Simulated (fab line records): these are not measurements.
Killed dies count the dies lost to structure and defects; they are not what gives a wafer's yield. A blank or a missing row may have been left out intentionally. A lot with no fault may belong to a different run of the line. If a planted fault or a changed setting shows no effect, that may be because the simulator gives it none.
Which of the tools did it? | flow gf180mcu | 11 lots with 33 wafers sampled at 6 steps, on a route of 602 steps

WHAT EACH GAUGE READ, for each wafer
GF_MIM_RS_MEAS_10: the measuring method here is four-point-probe.
lot  | measured     | on            | MIM_ALCU_RS (ohm/sq)
L181 | day 24 10:14 | film-metro-02 | 0.1616 0.1605 0.1616
L183 | day 25 00:29 | film-metro-02 | 0.1599 0.1586 0.1596
L187 | day 26 17:11 | film-metro-02 | 0.1623 0.1644 0.1641
L188 | day 27 00:16 | film-metro-02 | 0.1622 0.1236 0.1242
L189 | day 27 03:29 | film-metro-02 | 0.1227 0.1612 0.1609
L196 | day 29 10:23 | film-metro-01 | 0.1593 0.1593 0.1579
L199 | day 30 11:01 | film-metro-03 | 0.1609 0.1616 0.1614
L200 | day 30 21:53 | film-metro-02 | 0.1613 0.1625 0.1618
L201 | day 30 23:20 | film-metro-02 | 0.1634 0.1626 0.1611
L203 | day 31 12:22 | film-metro-02 | 0.1581 0.1620 0.1609
L204 | day 31 14:29 | film-metro-02 | 0.1639 0.1609 0.1631

GF_MIM_THK_MEAS_11: measures by xrf.
lot  | measured     | on            | MIM_ALCU_THK (nm)
L181 | day 24 10:21 | film-metro-02 | 202.5 204.5 202.3
L183 | day 25 00:37 | film-metro-02 | 204.6 206.5 206.0
L187 | day 26 17:18 | film-metro-02 | 200.2 198.0 199.4
L188 | day 27 00:23 | film-metro-02 | 201.1 261.8 260.7
L189 | day 27 03:35 | film-metro-02 | 263.1 203.0 203.2
L196 | day 29 10:29 | film-metro-01 | 206.5 205.7 208.4
L199 | day 30 11:08 | film-metro-03 | 203.7 202.2 201.9
L200 | day 30 22:01 | film-metro-02 | 203.5 201.5 202.1
L201 | day 30 23:27 | film-metro-02 | 201.2 200.9 203.0
L203 | day 31 12:29 | film-metro-02 | 205.2 200.2 202.0
L204 | day 31 14:36 | film-metro-02 | 197.6 202.0 200.1

WHAT TOOL EACH LOT RAN ON (gives the tool, then ch and the chambers of the sampled wafers, and finally the start)
lot  | GF_V4_STRIP_18                       | GF_V4_SPUTTER_22             | GF_MIM_SPUTTER_08            | GF_MIM_SPUTTER_09
L181 | plasma-asher-04 ch 0,1, day 24 08:35 | pvd-sputter-03, day 24 09:11 | pvd-sputter-03, day 24 10:11 | pvd-sputter-03, day 24 10:12
L183 | plasma-asher-02 ch 0,1, day 24 22:51 | pvd-sputter-04, day 24 23:26 | pvd-sputter-02, day 25 00:26 | pvd-sputter-02, day 25 00:27
L187 | plasma-asher-02 ch 0,1, day 26 15:32 | pvd-sputter-04, day 26 16:08 | pvd-sputter-01, day 26 17:08 | pvd-sputter-01, day 26 17:09
L188 | plasma-asher-04 ch 0,1, day 26 22:36 | pvd-sputter-04, day 26 23:14 | pvd-sputter-01, day 27 00:13 | pvd-sputter-01, day 27 00:14
L189 | plasma-asher-01 ch 0,1, day 27 01:48 | pvd-sputter-04, day 27 02:24 | pvd-sputter-01, day 27 03:25 | pvd-sputter-01, day 27 03:26
L196 | plasma-asher-01 ch 0,1, day 29 08:41 | pvd-sputter-01, day 29 09:17 | pvd-sputter-02, day 29 10:18 | pvd-sputter-02, day 29 10:20
L199 | plasma-asher-01 ch 0,1, day 30 09:20 | pvd-sputter-03, day 30 09:58 | pvd-sputter-01, day 30 10:58 | pvd-sputter-01, day 30 10:59
L200 | plasma-asher-04 ch 0,1, day 30 20:15 | pvd-sputter-01, day 30 20:50 | pvd-sputter-01, day 30 21:50 | pvd-sputter-01, day 30 21:51
L201 | plasma-asher-04 ch 0,1, day 30 21:41 | pvd-sputter-04, day 30 22:17 | pvd-sputter-01, day 30 23:17 | pvd-sputter-01, day 30 23:18
L203 | plasma-asher-02 ch 0,1, day 31 10:41 | pvd-sputter-04, day 31 11:19 | pvd-sputter-03, day 31 12:18 | pvd-sputter-03, day 31 12:19
L204 | plasma-asher-01 ch 0,1, day 31 12:47 | pvd-sputter-04, day 31 13:26 | pvd-sputter-01, day 31 14:25 | pvd-sputter-01, day 31 14:26
- GF_V4_STRIP_18: strips in O2/N2.
- GF_V4_SPUTTER_22: material TiN, target thk 10 nm, time 40 s.
- GF_MIM_SPUTTER_08: material AlCu, target thk 200 nm, time 10.6 s.
- GF_MIM_SPUTTER_09: material TiN, target thk 35 nm, time 29.2 s.

WHAT THE TOOLS THEMSELVES READ (means of the sampled wafers that have a number; where no wafer has one, the mark that the record gives instead)
GF_V4_STRIP_18.
lot  | tool            | drypump-motor-current-A (A) | heater-power-w (W) | oes-product-au (a.u.)
L181 | plasma-asher-04 | 6.3                         | 337                | 0.589
L183 | plasma-asher-02 | 5.3                         | 358                | 0.592
L187 | plasma-asher-02 | 5.6                         | 382                | 0.595
L188 | plasma-asher-04 | 6.3                         | 328                | 0.591
L189 | plasma-asher-01 | 6.4                         | 352                | 0.589
L196 | plasma-asher-01 | 6.5                         | 346                | 0.594
L199 | plasma-asher-01 | 6.4                         | 346                | 0.592
L200 | plasma-asher-04 | 6.3                         | 328                | 0.591
L201 | plasma-asher-04 | 6.3                         | 324                | 0.596
L203 | plasma-asher-02 | 5.3                         | 360                | 0.600
L204 | plasma-asher-01 | 6.4                         | 342                | 0.595

GF_V4_SPUTTER_22.
lot  | tool           | throttle-valve-pct (%)
L181 | pvd-sputter-03 | 29.1
L183 | pvd-sputter-04 | 30.4
L187 | pvd-sputter-04 | 30.1
L188 | pvd-sputter-04 | 30.2
L189 | pvd-sputter-04 | 29.9
L196 | pvd-sputter-01 | 30.7
L199 | pvd-sputter-03 | 29.1
L200 | pvd-sputter-01 | 29.7
L201 | pvd-sputter-04 | 30.2
L203 | pvd-sputter-04 | 30.0
L204 | pvd-sputter-04 | 30.2

GF_MIM_SPUTTER_08.
lot  | tool           | throttle-valve-pct (%)
L181 | pvd-sputter-03 | 31.4
L183 | pvd-sputter-02 | 30.5
L187 | pvd-sputter-01 | 29.9
L188 | pvd-sputter-01 | 30.8
L189 | pvd-sputter-01 | 30.6
L196 | pvd-sputter-02 | 30.5
L199 | pvd-sputter-01 | 30.8
L200 | pvd-sputter-01 | 29.6
L201 | pvd-sputter-01 | 30.0
L203 | pvd-sputter-03 | 29.8
L204 | pvd-sputter-01 | 30.8

GF_MIM_SPUTTER_09.
lot  | tool           | throttle-valve-pct (%)
L181 | pvd-sputter-03 | 31.4
L183 | pvd-sputter-02 | 30.4
L187 | pvd-sputter-01 | 29.8
L188 | pvd-sputter-01 | 30.5
L189 | pvd-sputter-01 | 30.5
L196 | pvd-sputter-02 | 30.5
L199 | pvd-sputter-01 | 30.9
L200 | pvd-sputter-01 | 29.7
L201 | pvd-sputter-01 | 29.9
L203 | pvd-sputter-03 | 30.1
L204 | pvd-sputter-01 | 30.6

THE ANSWER, worked out from the rows above alone
Rule: what is usual is taken from the lots themselves. The widest of any qualifying gaps counts: lots, ordered by their means at a reading, are off when they make up no more than a third of the lots, leave a main group of 4 or more, and stand apart from it by 3 or more times the standard deviation of that group's means. A main group is skipped when, at the precision printed for the reading in the tables above, its means are all equal. Also off: a lot with no number at a reading for which 4 or more lots have one. All remaining lots with rows at the step are treated as sound. After the gauges, taken in route order, come the tools' own readings; for these a lot's mean is taken, as printed above. At the first step where some lot is off, the reading lying furthest off is the one used; lots without a number count as furthest.
Off: at GF_MIM_RS_MEAS_10 (MIM_ALCU_RS), L188, L189. The main group: mean 0.1613 ohm/sq, standard deviation 0.0015.
A tool fits if, at a process step before that reading, it ran every lot that is off, and no sound lot after the first of them. The gauges at GF_MIM_RS_MEAS_10 are tried like those tools. None of those tried fits.

WHAT THE SIMULATOR PUT IN
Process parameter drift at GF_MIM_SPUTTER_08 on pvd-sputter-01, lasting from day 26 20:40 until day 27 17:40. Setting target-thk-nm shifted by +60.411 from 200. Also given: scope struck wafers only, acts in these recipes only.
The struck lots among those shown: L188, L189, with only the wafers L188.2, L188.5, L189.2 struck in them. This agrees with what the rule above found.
